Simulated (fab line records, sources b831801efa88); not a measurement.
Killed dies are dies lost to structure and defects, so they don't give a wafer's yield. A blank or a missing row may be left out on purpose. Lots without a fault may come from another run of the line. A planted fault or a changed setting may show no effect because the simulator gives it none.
Which tool did it? | flow gf180mcu | 14 lots, 42 wafers sampled, at 3 steps of a route of 602

WHAT THE GAUGES READ, wafer by wafer
GF_TOP_METAL_THK_MEAS_06: measures by xrf.
lot  | measured     | on            | TOP_METAL_ALCU_THK (nm)
L569 | day 27 04:26 | film_metro-02 | 903 900 890
L570 | day 27 14:52 | film_metro-04 | 906 909 903
L572 | day 28 05:16 | film_metro-02 | 923 928 922
L573 | day 28 14:58 | film_metro-04 | 907 910 915
L575 | day 28 23:59 | film_metro-04 | 915 908 921
L576 | day 29 14:59 | film_metro-02 | 911 915 906
L578 | day 30 00:06 | film_metro-02 | 916 913 898
L579 | day 30 12:53 | film_metro-02 | 922 914 922
L581 | day 30 22:09 | film_metro-02 | 904 910 908
L582 | day 31 01:04 | film_metro-04 | 927 922 917
L584 | day 31 16:38 | film_metro-03 | 903 903 908
L585 | day 32 00:07 | film_metro-03 | 895 902 906
L586 | day 32 06:04 | film_metro-02 | 920 926 920
L588 | day 32 17:35 | film_metro-02 | 911 918 911

WHICH TOOL RAN EACH LOT (tool, then ch and the chambers of the sampled wafers, then the start)
lot  | GF_VT_IMPLANT_STRIP_31               | GF_V5_CVD_23
L569 | plasma_asher-02 ch 0,1, day 6 22:37  | cvd_w-01 ch 0,1, day 27 03:30
L570 | plasma_asher-02 ch 0,1, day 7 01:51  | cvd_w-01 ch 0,1, day 27 13:56
L572 | plasma_asher-01 ch 0,1, day 7 16:11  | cvd_w-01 ch 0,1, day 28 04:19
L573 | plasma_asher-02 ch 0,1, day 8 00:11  | cvd_w-01 ch 0,1, day 28 14:02
L575 | plasma_asher-03 ch 0,1, day 8 10:05  | cvd_w-02 ch 0,1, day 28 23:03
L576 | plasma_asher-01 ch 0, day 8 20:30    | cvd_w-02 ch 0,1, day 29 14:03
L578 | plasma_asher-02 ch 0,1, day 9 06:47  | cvd_w-01 ch 0,1, day 29 23:09
L579 | plasma_asher-02 ch 0,1, day 9 18:03  | cvd_w-01 ch 0,1, day 30 11:58
L581 | plasma_asher-03 ch 0,1, day 10 04:48 | cvd_w-02 ch 0,1, day 30 21:14
L582 | plasma_asher-03 ch 0,1, day 10 08:48 | cvd_w-02 ch 0,1, day 31 00:09
L584 | plasma_asher-03 ch 0,1, day 11 01:37 | cvd_w-02 ch 0,1, day 31 15:43
L585 | plasma_asher-03 ch 0,1, day 11 05:58 | cvd_w-01 ch 0,1, day 31 23:10
L586 | plasma_asher-01 ch 0,1, day 11 12:09 | cvd_w-02 ch 0,1, day 32 05:05
L588 | plasma_asher-02 ch 0,1, day 12 02:10 | cvd_w-02 ch 0,1, day 32 16:25
- GF_VT_IMPLANT_STRIP_31: strips in O2/N2.
- GF_V5_CVD_23: deposits W, target thk 350 nm, time 104.9 s.

WHAT THE TOOLS THEMSELVES READ (means of the sampled wafers that have a number; where no wafer has one, the mark that the record gives instead)
GF_VT_IMPLANT_STRIP_31.
lot  | tool            | drypump_motor_current_A (A) | heater_power_w (W) | oes_product_au (a.u.) | strip_time_to_endpoint_s (s)
L569 | plasma_asher-02 | 5.0                         | 309                | 0.713                 | 12.710
L570 | plasma_asher-02 | 5.0                         | 307                | 0.716                 | 12.745
L572 | plasma_asher-01 | 6.1                         | 319                | 0.716                 | 12.680
L573 | plasma_asher-02 | 5.0                         | 312                | 0.714                 | 12.719
L575 | plasma_asher-03 | 6.1                         | 294                | 0.713                 | 12.715
L576 | plasma_asher-01 | 6.1                         | 332                | 0.718                 | 12.744
L578 | plasma_asher-02 | 5.2                         | 302                | 0.715                 | 12.709
L579 | plasma_asher-02 | 5.1                         | 301                | 0.716                 | 12.718
L581 | plasma_asher-03 | 6.3                         | 284                | 0.714                 | 12.703
L582 | plasma_asher-03 | 6.1                         | 296                | 0.715                 | 12.735
L584 | plasma_asher-03 | 6.1                         | 292                | 0.717                 | 12.710
L585 | plasma_asher-03 | 6.3                         | 284                | 0.717                 | 12.754
L586 | plasma_asher-01 | 6.1                         | 306                | 0.717                 | 12.726
L588 | plasma_asher-02 | 5.1                         | 301                | 0.714                 | 12.725

GF_V5_CVD_23.
lot  | tool     | heater_power_w (W)
L569 | cvd_w-01 | 922
L570 | cvd_w-01 | 938
L572 | cvd_w-01 | 943
L573 | cvd_w-01 | 928
L575 | cvd_w-02 | 844
L576 | cvd_w-02 | 828
L578 | cvd_w-01 | 936
L579 | cvd_w-01 | 926
L581 | cvd_w-02 | 849
L582 | cvd_w-02 | 825
L584 | cvd_w-02 | 826
L585 | cvd_w-01 | 937
L586 | cvd_w-02 | 811
L588 | cvd_w-02 | 840

THE ANSWER, worked out from the rows above alone
Rule: what is usual is taken from the lots themselves. Put in order of their means at a reading, lots are off if they are a third of the lots or fewer, leave a main group of 4 or more, and stand apart from it by a gap of 3 or more times the standard deviation of the main group's means; of several such gaps the widest counts. A main group whose means are all the same, to the digits that the tables above print for the reading, isn't used. A lot without any number at a reading at which 4 lots or more have one is off too. The other lots that the step has rows for count as sound. The gauges are gone through in route order, then the tools' own readings, and for those a lot's mean is taken as printed above. The first step at which some lot is off is used, and at that step the reading that is off furthest; a lot without a number counts as furthest.
No lot is off at any reading shown: from this, nothing can be told.

WHAT THE SIMULATOR HAD PUT IN
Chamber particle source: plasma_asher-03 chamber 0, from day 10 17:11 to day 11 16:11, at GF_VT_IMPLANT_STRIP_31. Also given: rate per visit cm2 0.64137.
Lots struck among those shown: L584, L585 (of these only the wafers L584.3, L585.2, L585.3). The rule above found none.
